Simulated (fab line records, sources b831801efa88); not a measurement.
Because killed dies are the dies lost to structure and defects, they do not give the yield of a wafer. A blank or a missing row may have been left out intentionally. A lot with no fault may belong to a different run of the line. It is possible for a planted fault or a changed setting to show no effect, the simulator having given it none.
fab line records | flow sky130
[record] lots = 10 | wafers = 30 | last_day = 50
route steps=708 shown METAL1@435 VIA1@460 PAD_OPEN@708
lots with no fault: from the same line, run without faults
start_h: hours from the record's first day to the start of the lot's first wafer shown | wait_h: hours from the lot's prior step to this one | " as in the row above | L1.1+2: one row covering several wafers at once | - no value, or no start given | * or withheld: withheld | < > ~ a bound
route shown NAME@n: NAME is a module with steps in the file, n the number in the route of the first one | usual: the fault-free wafers' mean and standard deviation | same: alike in all rows | chamber/n: place in a boat | sites: per-site readings | _std_site: standard deviation across them | _edge_site: mean of outer sites minus mean of inner sites | radius_mm: how far each site lies from the wafer's centre | mask NAME#n: copy n | behind: the last tool/chamber to shape the wafer | hold: the reason the lot was held/the length of the hold in hours/how it ended | device: transistor that didn't switch, given as n, p or np | end of line: the tests these same wafers got at the end of their route | for a step that has no rows: nothing shown but its recipe | killed: not the wafer's yield, but the dies lost to structure and defects at the first sort | map: the dies of a wafer, with x for killed, . for not killed, _ for no die there
set.NAME: setting as actually run; set.NAME@STEP: the setting as run at that earlier step | model.NAME: the simulator's own value behind a step, which no gauge read
the route's steps for a sample of lots (tables are steps, rows are wafers)
services: a tool's chamber out of use, with start hour (start_h, from the record's first day; less than 0 if before it), hours out, and reason
[[steps]]
[step SKY_METAL1_SPUTTER_01]
[recipe] material = TiN | target_thk_nm = 20 | power_w = 6500 | time_s = 16.7 | chamber_pressure_pa = 0.4
[usual] throttle_valve_pct = 30.0/0.85
lot.wafer | tool           | chamber | start_h | wait_h | throttle_valve_pct
L816.2    | pvd_sputter-03 | -       | 770.49  | 0.0    | 28.2
L816.5    | "              | -       | "       | "      | 28.8
L816.6    | "              | -       | "       | "      | 28.3
L822.2    | pvd_sputter-02 | -       | 805.08  | 0.0    | 30.3
L822.3    | "              | -       | "       | "      | 31.4
L822.5    | "              | -       | "       | "      | 29.8
L825.1    | pvd_sputter-03 | -       | 821.65  | 0.0    | 28.1
L825.2    | "              | -       | "       | "      | 29.2
L825.6    | "              | -       | "       | "      | 30.3
L826.2    | pvd_sputter-02 | -       | 829.88  | 0.0    | 31.7
L826.3    | "              | -       | "       | "      | 30.8
L826.6    | "              | -       | "       | "      | 31.0
L827.1    | pvd_sputter-02 | -       | 841.33  | 0.0    | 30.3
L827.5    | "              | -       | "       | "      | 31.5
L827.6    | "              | -       | "       | "      | 30.3
L828.2    | pvd_sputter-02 | -       | 850.03  | 0.0    | 30.6
L828.3    | "              | -       | "       | "      | 31.4
L828.5    | "              | -       | "       | "      | 31.6
L832.3    | pvd_sputter-04 | -       | 887.18  | 0.0    | 30.1
L832.4    | "              | -       | "       | "      | 30.6
L832.6    | "              | -       | "       | "      | 29.9
L833.2    | pvd_sputter-02 | -       | 894.59  | 0.0    | 31.6
L833.4    | "              | -       | "       | "      | 30.4
L833.5    | "              | -       | "       | "      | 30.5
L835.1    | pvd_sputter-03 | -       | 898.65  | 0.0    | 29.4
L835.4    | "              | -       | "       | "      | 28.8
L835.6    | "              | -       | "       | "      | 29.6
L837.2    | pvd_sputter-02 | -       | 916.10  | 0.0    | 29.6
L837.3    | "              | -       | "       | "      | 30.7
L837.5    | "              | -       | "       | "      | 29.7
[step SKY_METAL1_THK_MEAS_06]
[recipe] thk_meas_gauge = xrf | reads = AlCu_of_METAL1_SPUTTER_02
[usual] METAL1_ALCU_THK = 260.4/2.4
lot.wafer | tool          | chamber | start_h | wait_h | METAL1_ALCU_THK[nm]
L816.2    | film_metro-04 | -       | 770.74  | 0.1    | 265.2
L816.5    | "             | -       | "       | "      | 261.5
L816.6    | "             | -       | "       | "      | 264.1
L822.2    | film_metro-02 | -       | 805.33  | 0.1    | 259.5
L822.3    | "             | -       | "       | "      | 261.0
L822.5    | "             | -       | "       | "      | 261.1
L825.1    | film_metro-02 | -       | 821.89  | 0.1    | 259.0
L825.2    | "             | -       | "       | "      | 260.1
L825.6    | "             | -       | "       | "      | 259.3
L826.2    | film_metro-03 | -       | 830.13  | 0.1    | 260.6
L826.3    | "             | -       | "       | "      | 258.4
L826.6    | "             | -       | "       | "      | 256.4
L827.1    | film_metro-04 | -       | 841.57  | 0.1    | 260.0
L827.5    | "             | -       | "       | "      | 258.8
L827.6    | "             | -       | "       | "      | 258.5
L828.2    | film_metro-02 | -       | 850.28  | 0.1    | 257.7
L828.3    | "             | -       | "       | "      | 259.4
L828.5    | "             | -       | "       | "      | 261.3
L832.3    | film_metro-02 | -       | 887.44  | 0.1    | 261.7
L832.4    | "             | -       | "       | "      | 259.2
L832.6    | "             | -       | "       | "      | 259.9
L833.2    | film_metro-03 | -       | 894.84  | 0.1    | 260.2
L833.4    | "             | -       | "       | "      | 260.3
L833.5    | "             | -       | "       | "      | 260.0
L835.1    | film_metro-03 | -       | 898.89  | 0.1    | 261.1
L835.4    | "             | -       | "       | "      | 264.9
L835.6    | "             | -       | "       | "      | 263.7
L837.2    | film_metro-04 | -       | 916.35  | 0.1    | 262.8
L837.3    | "             | -       | "       | "      | 263.2
L837.5    | "             | -       | "       | "      | 261.4
[step SKY_METAL1_METAL_ETCH_19]
[recipe] target_depth_a = 3600 | stop_on = SiO2 | over_etch_frac = 0.3 | time_s = 78 | chemistry = Cl2/BCl3 | resist_sidewall_deg = 88 | pressure_mtorr = 10 | icp_w = 900 | bias_w = 48.5 | Cl2_flow_sccm = 60 | bcl3_flow_sccm = 30
[usual] bcl3_flow_sccm = 29.99/0.1 | drypump_motor_current_A = 5.8/0.47 | oes_product_au = 0.849/0.0064 | throttle_valve_pct = 22.265/0.0087
lot.wafer | tool         | chamber | start_h | wait_h | bcl3_flow_sccm | drypump_motor_current_A | oes_product_au | rf_hours_counter_h | throttle_valve_pct
L816.2    | rie_metal-04 | 0       | 797.88  | 0.0    | 29.75          | 5.6                     | 0.856          | 10                 | 22.271
L816.5    | "            | 1       | "       | "      | 30.14          | 5.5                     | 0.842          | -                  | 22.262
L816.6    | "            | 0       | "       | "      | 29.97          | 5.7                     | 0.846          | -                  | 22.247
L822.2    | rie_metal-01 | 1       | 831.68  | 0.0    | 29.93          | 6.5                     | 0.850          | 1                  | 22.270
L822.3    | "            | 1       | "       | "      | 29.96          | 6.5                     | 0.850          | -                  | 22.261
L822.5    | "            | 0       | "       | "      | 29.90          | 6.3                     | 0.853          | -                  | 22.284
L825.1    | rie_metal-01 | 1       | 848.44  | 0.0    | 29.80          | 6.5                     | 0.852          | 2                  | 22.261
L825.2    | "            | 0       | "       | "      | 30.08          | 6.3                     | 0.854          | 7                  | 22.267
L825.6    | "            | 1       | "       | "      | 29.81          | 6.5                     | 0.845          | -                  | 22.255
L826.2    | rie_metal-01 | 1       | 856.03  | 0.0    | 29.79          | 6.5                     | 0.842          | 2                  | 22.276
L826.3    | "            | 1       | "       | "      | 29.95          | 6.5                     | 0.847          | -                  | 22.274
L826.6    | "            | 1       | "       | "      | 29.74          | 6.5                     | 0.875          | -                  | 22.260
L827.1    | rie_metal-04 | 0       | 868.07  | 0.1    | 29.88          | 5.6                     | 0.839          | 13                 | 22.259
L827.5    | "            | 0       | "       | "      | 30.00          | 5.6                     | 0.850          | -                  | 22.264
L827.6    | "            | 0       | "       | "      | 30.00          | 5.6                     | 0.845          | -                  | 22.254
L828.2    | rie_metal-04 | 0       | 876.07  | 0.1    | 30.01          | 5.6                     | 0.842          | -                  | 22.272
L828.3    | "            | 0       | "       | "      | 29.97          | 5.6                     | 0.855          | -                  | 22.258
L828.5    | "            | 0       | "       | "      | 30.13          | 5.6                     | 0.843          | -                  | 22.262
L832.3    | rie_metal-01 | 0       | 913.16  | 0.1    | 29.99          | 6.3                     | 0.853          | -                  | 22.271
L832.4    | "            | 1       | "       | "      | 29.92          | 6.5                     | 0.845          | -                  | 22.252
L832.6    | "            | 0       | "       | "      | 29.89          | 6.3                     | 0.852          | -                  | 22.263
L833.2    | rie_metal-03 | 0       | 919.85  | 0.0    | 29.90          | 5.2                     | 0.844          | 15                 | 22.274
L833.4    | "            | 0       | "       | "      | 29.90          | 5.2                     | 0.852          | -                  | 22.273
L833.5    | "            | 1       | "       | "      | 29.95          | 5.5                     | 0.852          | -                  | 22.264
L835.1    | rie_metal-03 | 0       | 923.38  | 0.0    | 29.93          | 5.2                     | 0.854          | 15                 | 22.275
L835.4    | "            | 0       | "       | "      | 30.04          | 5.2                     | 0.846          | -                  | 22.261
L835.6    | "            | 0       | "       | "      | 30.06          | 5.2                     | 0.850          | -                  | 22.272
L837.2    | rie_metal-01 | 1       | 939.63  | 0.0    | 29.89          | 6.5                     | 0.852          | 6                  | 22.266
L837.3    | "            | 1       | "       | "      | 29.85          | 6.5                     | 0.843          | -                  | 22.266
L837.5    | "            | 1       | "       | "      | 29.90          | 6.5                     | 0.841          | -                  | 22.260
[step SKY_VIA1_CMP_02]
[recipe] material = SiO2 | down_force_psi = 4 | platen_rpm = 60 | pad_velocity_m_s = 0.94248
[usual] edge_zone_pressure_frac = 1.000/0.0049 | head_pressure_psi = 4.000/0.0086 | motor_current_A = 12.6/1.1
lot.wafer | tool   | chamber | start_h | wait_h | edge_zone_pressure_frac | head_pressure_psi | motor_current_A
L816.2    | cmp-01 | 3       | 798.78  | 0.1    | 1.002                   | 4.010             | 13.1
L816.6    | "      | 2       | "       | "      | 1.001                   | 3.992             | 13.3
L816.5    | "      | 3       | "       | "      | 1.003                   | 4.005             | 12.4
L822.3    | cmp-01 | 1       | 832.93  | 0.1    | 1.000                   | 4.005             | 13.2
L822.2    | "      | 3       | "       | "      | 0.995                   | 4.004             | 13.6
L822.5    | "      | 0       | "       | "      | 1.000                   | 3.997             | 11.3
L825.2    | cmp-01 | 2       | 849.52  | 0.1    | -                       | -                 | -
L825.1    | "      | 3       | "       | "      | -                       | -                 | -
L825.6    | "      | 1       | "       | "      | -                       | -                 | -
L826.2    | cmp-01 | 0       | 856.88  | 0.0    | -                       | -                 | -
L826.3    | "      | 3       | "       | "      | -                       | -                 | -
L826.6    | "      | 1       | "       | "      | -                       | -                 | -
L827.1    | cmp-01 | 1       | 869.12  | 0.1    | -                       | -                 | -
L827.6    | "      | 3       | "       | "      | -                       | -                 | -
L827.5    | "      | 0       | "       | "      | -                       | -                 | -
L828.3    | cmp-01 | 3       | 877.09  | 0.1    | 0.999                   | 4.011             | 13.0
L828.2    | "      | 0       | "       | "      | 0.997                   | 3.998             | 11.8
L828.5    | "      | 1       | "       | "      | 0.990                   | 4.010             | 13.0
L832.3    | cmp-01 | 0       | 914.07  | 0.1    | 0.998                   | 3.987             | 11.6
L832.4    | "      | 1       | "       | "      | 1.006                   | 3.997             | 14.1
L832.6    | "      | 0       | "       | "      | 1.003                   | 4.001             | 12.3
L833.4    | cmp-01 | 2       | 920.74  | 0.0    | 0.998                   | 4.005             | 12.5
L833.2    | "      | 3       | "       | "      | 0.994                   | 4.019             | 12.9
L833.5    | "      | 3       | "       | "      | 0.991                   | 4.004             | 12.5
L835.1    | cmp-01 | 2       | 924.33  | 0.1    | 0.997                   | 4.000             | 12.7
L835.4    | "      | 3       | "       | "      | 1.003                   | 4.012             | 12.7
L835.6    | "      | 0       | "       | "      | 0.985                   | 4.002             | 11.3
L837.3    | cmp-02 | 0       | 940.94  | 0.1    | 0.988                   | 3.993             | 14.0
L837.2    | "      | 1       | "       | "      | 0.997                   | 3.997             | 11.1
L837.5    | "      | 3       | "       | "      | 0.996                   | 3.997             | 10.9
[step SKY_VIA1_BOW_MEAS_03]
[recipe] mode = bow
[usual] VIA1_BOW = 77/6.1
lot.wafer | tool          | chamber | start_h | wait_h | VIA1_BOW[um]
L816.2    | film_metro-02 | -       | 799.05  | 0.2    | 84
L816.5    | "             | -       | "       | "      | 77
L816.6    | "             | -       | "       | "      | 85
L822.2    | film_metro-01 | -       | 833.20  | 0.1    | 74
L822.3    | "             | -       | "       | "      | 71
L822.5    | "             | -       | "       | "      | 68
L825.1    | film_metro-03 | -       | 849.77  | 0.1    | 110
L825.2    | "             | -       | "       | "      | 113
L825.6    | "             | -       | "       | "      | 109
L826.2    | film_metro-01 | -       | 857.20  | 0.3    | 102
L826.3    | "             | -       | "       | "      | 112
L826.6    | "             | -       | "       | "      | 112
L827.1    | film_metro-02 | -       | 869.32  | 0.1    | 104
L827.5    | "             | -       | "       | "      | 102
L827.6    | "             | -       | "       | "      | 113
L828.2    | film_metro-01 | -       | 877.31  | 0.1    | 73
L828.3    | "             | -       | "       | "      | 73
L828.5    | "             | -       | "       | "      | 65
L832.3    | film_metro-02 | -       | 914.36  | 0.2    | 69
L832.4    | "             | -       | "       | "      | 74
L832.6    | "             | -       | "       | "      | 75
L833.2    | film_metro-03 | -       | 921.06  | 0.2    | 76
L833.4    | "             | -       | "       | "      | 73
L833.5    | "             | -       | "       | "      | 78
L835.1    | film_metro-02 | -       | 924.53  | 0.1    | 78
L835.4    | "             | -       | "       | "      | 81
L835.6    | "             | -       | "       | "      | 84
L837.2    | film_metro-02 | -       | 941.21  | 0.2    | 73
L837.3    | "             | -       | "       | "      | 77
L837.5    | "             | -       | "       | "      | 86
[step SKY_VIA1_ETCH_15]
[recipe] target = SiO2 | chemistry = C4F8/O2/Ar | target_depth_nm = 351 | stop_on = TiN | mask_material = KrF-thick | source_w = 1500 | bias_w = 1200 | pressure_mtorr = 40 | c4f8_flow_sccm = withheld | O2_flow_sccm = 6 | Ar_flow_sccm = 300 | time_s = 52.16
[usual] oes_product_au = 0.992/0.0075
lot.wafer | tool        | chamber | start_h | wait_h | oes_product_au | rf_hours_counter_h
L816.2    | rie_diel-03 | 3       | 825.33  | 0.0    | 0.996          | 9
L816.5    | "           | 1       | "       | "      | 0.989          | -
L816.6    | "           | 2       | "       | "      | 0.991          | -
L822.2    | rie_diel-04 | 3       | 860.10  | 0.0    | 1.002          | 27
L822.3    | "           | 1       | "       | "      | 0.997          | 16
L822.5    | "           | 3       | "       | "      | 0.999          | -
L825.1    | rie_diel-04 | 0       | 876.23  | 0.0    | 1.618          | 25
L825.2    | "           | 2       | "       | "      | 1.642          | 4
L825.6    | "           | 2       | "       | "      | 1.643          | -
L826.2    | rie_diel-03 | 2       | 882.75  | 0.0    | 1.610          | 5
L826.3    | "           | 1       | "       | "      | 1.636          | 2
L826.6    | "           | 0       | "       | "      | 1.584          | -
L827.1    | rie_diel-03 | 0       | 894.85  | 0.0    | 1.609          | 0
L827.5    | "           | 1       | "       | "      | 1.612          | -
L827.6    | "           | 2       | "       | "      | 1.619          | -
L828.2    | rie_diel-03 | 0       | 902.48  | 0.0    | 0.986          | 1
L828.3    | "           | 2       | "       | "      | 0.988          | 6
L828.5    | "           | 0       | "       | "      | 0.991          | -
L832.3    | rie_diel-03 | 2       | 938.58  | 0.0    | 0.990          | 7
L832.4    | "           | 2       | "       | "      | 0.981          | -
L832.6    | "           | 0       | "       | "      | 0.996          | -
L833.2    | rie_diel-03 | 2       | 945.18  | 0.0    | 0.986          | 7
L833.4    | "           | 2       | "       | "      | 0.987          | -
L833.5    | "           | 0       | "       | "      | 0.981          | -
L835.1    | rie_diel-04 | 2       | 949.63  | 0.0    | 0.998          | 6
L835.4    | "           | 1       | "       | "      | 1.010          | 19
L835.6    | "           | 0       | "       | "      | 0.991          | -
L837.2    | rie_diel-03 | 3       | 965.76  | 0.0    | 0.986          | 10
L837.3    | "           | 0       | "       | "      | 0.989          | 3
L837.5    | "           | 3       | "       | "      | 1.003          | -
[step SKY_PAD_OPEN_PROBE_99]
[usual] defect_limited_yield = 82.3/2.1 | killed_at_M0_to_M3 = 43/7.4 | killed_at_M4_up = 3.1/1.8 | killed_at_contacts = 26/5.6 | killed_at_front_end = 15/4.9 | killed_at_other = 0.2/0.44 | killed_dies = 87/10 | killed_on_rim = 17/3.7 | killed_open = 48/7.6 | killed_short = 39/6.2 | sort_bin_3_pad_short = 0.9/0.43 | sort_bin_5_function = 10.5/1.5 | sort_bin_6_memory = 6.3/1.2 | sort_n_pass = 405/10 | sort_yield_pct = 82.3/2.1
[same] gross_dies = 492 | killed_at_back_side = 0 | sort_bin_4_leakage[%] = 0 | sort_bin_8_speed[%] = 0
lot.wafer | tool      | chamber | start_h | wait_h | defect_limited_yield[%] | killed_at_M0_to_M3 | killed_at_M4_up | killed_at_contacts | killed_at_front_end | killed_at_other | killed_dies | killed_on_rim | killed_open | killed_short | sort_bin_3_pad_short[%] | sort_bin_5_function[%] | sort_bin_6_memory[%] | sort_n_pass | sort_yield_pct[%]
L822.2    | prober-02 | -       | 1128.96 | 0.1    | 86.0                    | 33                 | 3               | 20                 | 13                  | 0               | 69          | 17            | 37          | 32           | 0.6                     | 7.3                    | 6.1                  | 423         | 86.0
L822.3    | prober-02 | -       | 1129.01 | 0.2    | 77.8                    | 56                 | 1               | 27                 | 25                  | 0               | 109         | 21            | 67          | 41           | 0.8                     | 12.8                   | 8.5                  | 383         | 77.8
L822.5    | prober-02 | -       | 1129.11 | 0.2    | 81.3                    | 42                 | 4               | 28                 | 18                  | 0               | 92          | 24            | 49          | 41           | 0.4                     | 12.2                   | 6.1                  | 400         | 81.3
L825.1    | prober-02 | -       | 1141.47 | 0.1    | 0                       | 450                | 3               | 26                 | 13                  | 0               | 492         | 96            | 52          | 32           | 0.6                     | 93.5                   | 5.9                  | 0           | 0
L825.2    | prober-02 | -       | 1141.52 | 0.1    | 0                       | 440                | 3               | 37                 | 12                  | 0               | 492         | 96            | 55          | 37           | 1.0                     | 93.3                   | 5.7                  | 0           | 0
L825.6    | prober-02 | -       | 1141.72 | 0.2    | 0                       | 449                | 2               | 26                 | 15                  | 0               | 492         | 96            | 61          | 36           | 1.0                     | 90.2                   | 8.7                  | 0           | 0
L826.2    | prober-01 | -       | 1145.00 | 0.1    | 0                       | 455                | 2               | 18                 | 17                  | 0               | 492         | 96            | 44          | 38           | 1.2                     | 92.3                   | 6.5                  | 0           | 0
L826.3    | prober-01 | -       | 1145.05 | 0.2    | 0                       | 462                | 1               | 22                 | 7                   | 0               | 492         | 96            | 38          | 25           | 0.6                     | 93.7                   | 5.7                  | 0           | 0
L826.6    | prober-01 | -       | 1145.20 | 0.2    | 0                       | 454                | 6               | 21                 | 11                  | 0               | 492         | 96            | 45          | 30           | 0.6                     | 94.5                   | 4.9                  | 0           | 0
L827.1    | prober-02 | -       | 1153.07 | 0.1    | 0                       | 451                | 5               | 20                 | 16                  | 0               | 492         | 96            | 36          | 38           | 1.6                     | 91.9                   | 6.5                  | 0           | 0
L827.5    | prober-02 | -       | 1153.27 | 0.2    | 0                       | 459                | 5               | 19                 | 9                   | 0               | 492         | 96            | 42          | 38           | 0.8                     | 93.7                   | 5.5                  | 0           | 0
L827.6    | prober-02 | -       | 1153.32 | 0.2    | 0                       | 443                | 3               | 28                 | 17                  | 1               | 492         | 96            | 59          | 37           | 1.0                     | 91.7                   | 7.3                  | 0           | 0
// killed by level:class
L822.2 VIA1:geometric_particle:open=10 CONTACT:geometric_particle:open=9 VIA1:geometric_particle:short=6 FIELD_ISO:geometric_particle:open=4 CONTACT:geometric_particle:short=4 METAL1:geometric_particle:short=4 VIA2:geometric_particle:open=4 VIA3:geometric_particle:open=4
L822.3 VIA1:geometric_particle:open=12 CONTACT:geometric_particle:open=9 POLY_GATE:geometric_particle:open=9 METAL3:geometric_particle:short=8 LI_CONTACT:geometric_particle:open=7 VIA3:geometric_particle:open=7 VIA1:geometric_particle:short=6 FIELD_ISO:geometric_particle:open=5
L822.5 VIA1:geometric_particle:open=13 CONTACT:geometric_particle:open=12 METAL2:geometric_particle:short=7 VIA3:geometric_particle:open=5 FIELD_ISO:geometric_particle:short=4 FIELD_ISO:geometric_particle:open=4 POLY_GATE:geometric_particle:short=4 LOCAL_INTERCONNECT:geometric_particle:short=4
L825.1 VIA1:area_cmp=407 LI_CONTACT:geometric_particle:open=14 VIA1:geometric_particle:open=12 VIA3:geometric_particle:open=7 POLY_GATE:geometric_particle:open=5 VIA2:geometric_particle:open=5 METAL2:geometric_particle:short=5 VIA2:geometric_particle:short=5
L825.2 VIA1:area_cmp=399 CONTACT:geometric_particle:open=13 LI_CONTACT:geometric_particle:open=8 VIA3:geometric_particle:open=8 VIA1:geometric_particle:open=7 LOCAL_INTERCONNECT:geometric_particle:short=6 VIA2:geometric_particle:open=6 CONTACT:geometric_particle:short=6
L825.6 VIA1:area_cmp=393 VIA1:geometric_particle:open=13 CONTACT:geometric_particle:open=10 VIA3:geometric_particle:open=9 VIA2:geometric_particle:open=8 FIELD_ISO:geometric_particle:open=5 LI_CONTACT:geometric_particle:open=5 METAL1:geometric_particle:short=5
L826.2 VIA1:area_cmp=410 CONTACT:geometric_particle:open=9 VIA1:geometric_particle:open=8 FIELD_ISO:geometric_particle:short=6 LI_CONTACT:geometric_particle:open=6 METAL1:geometric_particle:short=6 VIA2:geometric_particle:short=5 VIA2:geometric_particle:open=5
L826.3 VIA1:area_cmp=429 CONTACT:geometric_particle:open=9 VIA1:geometric_particle:open=9 METAL1:geometric_particle:short=7 CONTACT:geometric_particle:short=6 VIA2:geometric_particle:open=5 VIA3:geometric_particle:open=5 LOCAL_INTERCONNECT:geometric_particle:short=4
L826.6 VIA1:area_cmp=417 VIA2:geometric_particle:open=8 LI_CONTACT:geometric_particle:open=7 METAL1:geometric_particle:short=6 VIA1:geometric_particle:open=5 CONTACT:geometric_particle:open=5 FIELD_ISO:geometric_particle:open=4 LI_CONTACT:geometric_particle:short=4
L827.1 VIA1:area_cmp=418 VIA3:geometric_particle:open=12 CONTACT:geometric_particle:open=7 FIELD_ISO:geometric_particle:short=5 FIELD_ISO:geometric_particle:open=4 POLY_GATE:geometric_particle:short=4 LOCAL_INTERCONNECT:geometric_particle:short=4 METAL2:geometric_particle:short=4
L827.5 VIA1:area_cmp=412 VIA1:geometric_particle:open=10 VIA2:geometric_particle:open=8 METAL2:geometric_particle:short=7 CONTACT:geometric_particle:open=6 METAL1:geometric_particle:short=5 VIA2:geometric_particle:short=4 LOCAL_INTERCONNECT:geometric_particle:short=4
L827.6 VIA1:area_cmp=396 VIA2:geometric_particle:open=13 CONTACT:geometric_particle:open=11 LI_CONTACT:geometric_particle:open=7 VIA1:geometric_particle:open=7 VIA3:geometric_particle:open=6 FIELD_ISO:geometric_particle:open=5 METAL2:geometric_particle:short=5
[[services]]
tool           | chamber | start_h | hours | kind
rie_diel-04    | 1       | 746.83  | 3.4   | repair
cmp-01         | -       | 747.90  | 0.8   | repair
pvd_sputter-02 | -       | 749.50  | 1.7   | repair
rie_diel-03    | 1       | 773.19  | 34.8  | repair
rie_diel-03    | 2       | 777.16  | 9.3   | repair
rie_diel-03    | -       | 782.46  | 14.6  | pm
rie_metal-03   | -       | 802.37  | 10.0  | pm
rie_metal-04   | -       | 817.85  | 1.0   | repair
rie_metal-01   | 0       | 823.68  | 3.1   | repair
rie_diel-03    | -       | 827.42  | 28.1  | pm
cmp-01         | -       | 834.00  | 6.8   | repair
rie_metal-04   | -       | 844.59  | 1.9   | repair
rie_metal-04   | -       | 866.96  | 0.1   | repair
rie_diel-04    | -       | 872.18  | 1.1   | repair
rie_metal-01   | 1       | 875.61  | 3.7   | repair
rie_diel-03    | 3       | 878.38  | 67.6  | repair
pvd_sputter-02 | -       | 882.23  | 5.3   | repair
rie_metal-03   | 0       | 892.96  | 24.6  | repair
rie_diel-03    | 2       | 895.43  | 3.3   | repair
rie_diel-03    | 2       | 903.37  | 2.9   | repair
rie_diel-04    | -       | 904.69  | 1.0   | repair
cmp-01         | -       | 921.28  | 2.9   | repair
cmp-01         | -       | 943.30  | 7.2   | pm
rie_metal-04   | -       | 957.90  | 1.4   | pm
[[key]]
[first_sign] step = SKY_VIA1_CMP_02 | reading = tool_record | direction = missing
[effect] step = SKY_VIA1_BOW_MEAS_03 | reading = VIA1_BOW | direction = up | sigmas = 5.1 | usual = 77 | struck = 108
[effect] step = SKY_VIA1_ETCH_15 | reading = oes_product_au | direction = up | sigmas = 84 | usual = 0.992 | struck = 1.619
[effect] step = SKY_PAD_OPEN_PROBE_99 | reading = killed_at_M0_to_M3 | direction = up | sigmas = 55 | usual = 43 | struck = 451
[more_kills_born_at] SKY_VIA1_CMP_02@cmp-01 = 3656
met_at SKY_VIA1_CMP_02
struck_lots L825,L826,L827
later_rows_left_out L825.1,L825.2,L825.6,L826.2,L826.3,L826.6,L827.1,L827.5,L827.6
not_acting_at SKY_METAL1_SPUTTER_01,SKY_METAL1_THK_MEAS_06,SKY_METAL1_METAL_ETCH_19
onset_between 832.93 849.52
[fault] kind = skipped_step_whole | tool = cmp-01 | chamber = - | onset_h = 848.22 | steps = SKY_VIA1_CMP_02 | scope = struck_lots_only
// later_rows_left_out: the simulator's readings of these wafers behind a module that went badly wrong aren't trusted and aren't shown, but for the sort
